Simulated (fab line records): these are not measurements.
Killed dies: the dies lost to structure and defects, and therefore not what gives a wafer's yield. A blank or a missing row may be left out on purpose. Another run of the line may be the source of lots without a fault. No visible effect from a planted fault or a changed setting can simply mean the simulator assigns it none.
Which tool was responsible?	flow gf180mcu	13 lots with 39 wafers sampled at 5 steps, on a route of 602 steps

== WHAT EACH GAUGE READ, for each wafer ==
GF_STI_CD_MEAS_12: target cd 220 nm. Usual: 220.3 nm for cdNm, sd 1.5.
lot	measured	on	cdNm (nm)	flag
L930	day 2 00:54	cdSem-01	220.8 220.8 220.4	
L932	day 2 12:41	cdSem-02	219.3 220.9 220.1	
L934	day 2 21:29	cdSem-02	219.7 219.7 218.9	
L935	day 3 02:38	cdSem-01	217.5 217.7 217.1	
L936	day 3 08:41	cdSem-02	219.0 218.7 218.6	
L938	day 3 18:23	cdSem-01	218.8 218.6 218.1	
L941	day 4 09:22	cdSem-02	219.4 219.9 219.2	
L942	day 4 15:41	cdSem-02	219.7 220.3 220.6	
L943	day 4 22:14	cdSem-02	223.1 223.0 222.4	
L946	day 5 11:09	cdSem-01	220.7 221.8 220.7	
L947	day 5 17:35	cdSem-02	218.9 219.1 218.5	
L951	day 6 14:08	cdSem-01	219.2 220.1 219.7	
L952	day 6 17:44	cdSem-01	219.9 220.1 219.4	

GF_STI_THK_MEAS_30. Usual: STI_OXIDATION_02_THK typically reads 9.94 nm, with standard deviation 0.27.
lot	measured	on	STI_OXIDATION_02_THK (nm)	flag
L930	day 2 06:07	filmMetro-02	9.98 9.94 10.03	
L932	day 2 17:13	filmMetro-04	10.03 9.93 9.89	
L934	day 3 02:17	filmMetro-04	9.98 9.98 10.00	
L935	day 3 06:59	filmMetro-02	9.78 9.65 9.84	
L936	day 3 13:38	filmMetro-02	10.16 10.17 10.06	
L938	day 3 22:44	filmMetro-01	9.61 9.57 9.69	
L941	day 4 13:41	filmMetro-01	9.95 9.82 10.03	
L942	day 4 21:53	filmMetro-04	10.16 10.10 10.18	
L943	day 5 03:04	filmMetro-04	10.55 10.50 10.63	
L946	day 5 20:18	filmMetro-04	9.66 9.66 9.60	
L947	day 6 00:05	filmMetro-04	9.68 9.64 9.66	
L951	day 6 21:03	filmMetro-02	9.66 9.70 9.68	
L952	day 7 00:13	filmMetro-02	9.79 9.85 9.80	

GF_LVPWELL_TW_MEAS_11. Usual: LVPWELL_TW typically reads 554, with standard deviation 7.1.
lot	measured	on	LVPWELL_TW	flag
L930	day 3 21:28	filmMetro-03	549 549 552	
L932	day 4 08:29	filmMetro-04	565 564 562	
L934	day 4 18:26	filmMetro-03	547 546 547	
L935	day 4 23:47	filmMetro-03	549 546 547	
L936	day 5 06:38	filmMetro-04	563 564 561	
L938	day 5 17:17	filmMetro-04	557 562 562	
L941	day 6 06:49	filmMetro-01	560 558 559	
L942	day 6 16:25	filmMetro-01	559 560 559	
L943	day 6 22:58	filmMetro-03	546 546 551	
L946	day 7 18:00	filmMetro-04	564 561 562	
L947	day 7 22:45	filmMetro-01	561 562 557	
L951	day 8 21:12	filmMetro-03	549 549 550	
L952	day 9 01:17	filmMetro-03	542 541 543	

== WHAT TOOL EACH LOT RAN ON (gives the tool, then ch and the chambers of the sampled wafers, and finally the start) ==
lot	GF_DNWELL_COAT_02	GF_DNWELL_STRIP_08
L930	lithoTrack-03 ch 0, day 2 12:20	plasmaAsher-01 ch 0,1, day 2 18:52
L932	lithoTrack-01 ch 0, day 2 22:44	plasmaAsher-04 ch 0,1, day 3 05:18
L934	lithoTrack-03 ch 0, day 3 08:36	plasmaAsher-01 ch 0,1, day 3 15:21
L935	lithoTrack-04 ch 0, day 3 12:54	plasmaAsher-02 ch 0,1, day 3 20:12
L936	lithoTrack-03 ch 0, day 3 20:09	plasmaAsher-01 ch 0,1, day 4 03:00
L938	lithoTrack-01 ch 0, day 4 04:56	plasmaAsher-04 ch 0,1, day 4 12:56
L941	lithoTrack-04 ch 0, day 4 19:43	plasmaAsher-02 ch 0,1, day 5 02:37
L942	lithoTrack-04 ch 0, day 5 04:09	plasmaAsher-01 ch 0,1, day 5 11:29
L943	lithoTrack-04 ch 0, day 5 09:36	plasmaAsher-01 ch 0,1, day 5 17:23
L946	lithoTrack-01 ch 0, day 6 03:18	plasmaAsher-01 ch 0,1, day 6 11:11
L947	lithoTrack-01 ch 0, day 6 07:11	plasmaAsher-01 ch 0,1, day 6 15:05
L951	lithoTrack-03 ch 0, day 7 04:24	plasmaAsher-01 ch 0,1, day 7 12:41
L952	lithoTrack-01 ch 0, day 7 07:38	plasmaAsher-04 ch 0,1, day 7 15:51
- GF_DNWELL_COAT_02: resist thk 3000 nm.
- GF_DNWELL_STRIP_08: strips in O2/N2.

== WHAT THE TOOLS THEMSELVES READ (means of the sampled wafers that have a number; where no wafer has one, the mark that the record gives instead) ==
GF_DNWELL_COAT_02. Usual: chillPlateTempC 22.99 C, standard deviation 0.1; resistLineTempC 23.01 C, standard deviation 0.088.
lot	tool	chillPlateTempC (C)	resistLineTempC (C)	flag
L930	lithoTrack-03	22.89	23.03	
L932	lithoTrack-01	23.00	23.05	
L934	lithoTrack-03	23.07	22.95	
L935	lithoTrack-04	23.00	23.13	
L936	lithoTrack-03	22.98	22.96	
L938	lithoTrack-01	22.98	23.11	
L941	lithoTrack-04	22.90	22.93	
L942	lithoTrack-04	23.00	23.06	
L943	lithoTrack-04	23.08	22.95	
L946	lithoTrack-01	22.91	23.02	
L947	lithoTrack-01	23.06	22.94	
L951	lithoTrack-03	23.05	23.06	
L952	lithoTrack-01	22.98	23.06	

GF_DNWELL_STRIP_08. Usual: drypumpMotorCurrentA 5.6 A, standard deviation 0.48; heaterPowerW 337 W, standard deviation 39; oesProductAu 0.722 a.u., standard deviation 0.0047; stripTimeToEndpointS 36.91 s, standard deviation 0.1.
lot	tool	drypumpMotorCurrentA (A)	heaterPowerW (W)	oesProductAu (a.u.)	stripTimeToEndpointS (s)	flag
L930	plasmaAsher-01	5.8	373	0.723	36.89	
L932	plasmaAsher-04	5.6	295	0.725	36.86	
L934	plasmaAsher-01	6.1	356	0.722	36.82	
L935	plasmaAsher-02	5.1	337	0.726	37.04	
L936	plasmaAsher-01	5.8	376	0.721	36.89	
L938	plasmaAsher-04	5.4	306	0.723	36.78	
L941	plasmaAsher-02	5.2	331	0.722	36.86	
L942	plasmaAsher-01	5.8	382	0.721	35.71	OFF
L943	plasmaAsher-01	5.8	383	0.720	35.86	OFF
L946	plasmaAsher-01	6.1	359	0.720	37.13	
L947	plasmaAsher-01	6.1	359	0.725	36.95	
L951	plasmaAsher-01	6.1	358	0.722	36.71	
L952	plasmaAsher-04	5.6	287	0.727	36.81	

== THE ANSWER, worked out from the rows above alone ==
Rule: a lot counts as off when the mean over its wafers that have a number is more than 3 standard deviations away from the usual mean. A lot without any number at a reading at which 4 lots or more have one is off too. Any other lot the step has rows for is counted as sound. After the gauges, taken in route order, come the tools' own readings; for these a lot's mean is taken, as printed above. The first step at which some lot is off is used, and at that step the reading that is off furthest; a lot without a number counts as furthest.
Off, at GF_DNWELL_STRIP_08 on stripTimeToEndpointS: L942, L943.
If a tool, at that step or one of the process steps before it, ran each lot that is off and ran no sound lot following the first of them, it fits. One fits: lithoTrack-04 at GF_DNWELL_COAT_02. Its last sound lot is L941 (day 4 19:43), its first lot that is off L942 (day 5 04:09): a fault that began between those two fits.

== WHAT WAS PUT IN BY THE SIMULATOR ==
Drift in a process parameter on lithoTrack-04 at GF_DNWELL_COAT_02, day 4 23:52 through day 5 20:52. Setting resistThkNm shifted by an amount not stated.
Struck lots among those shown: L942, L943. Same finding as the rule above.
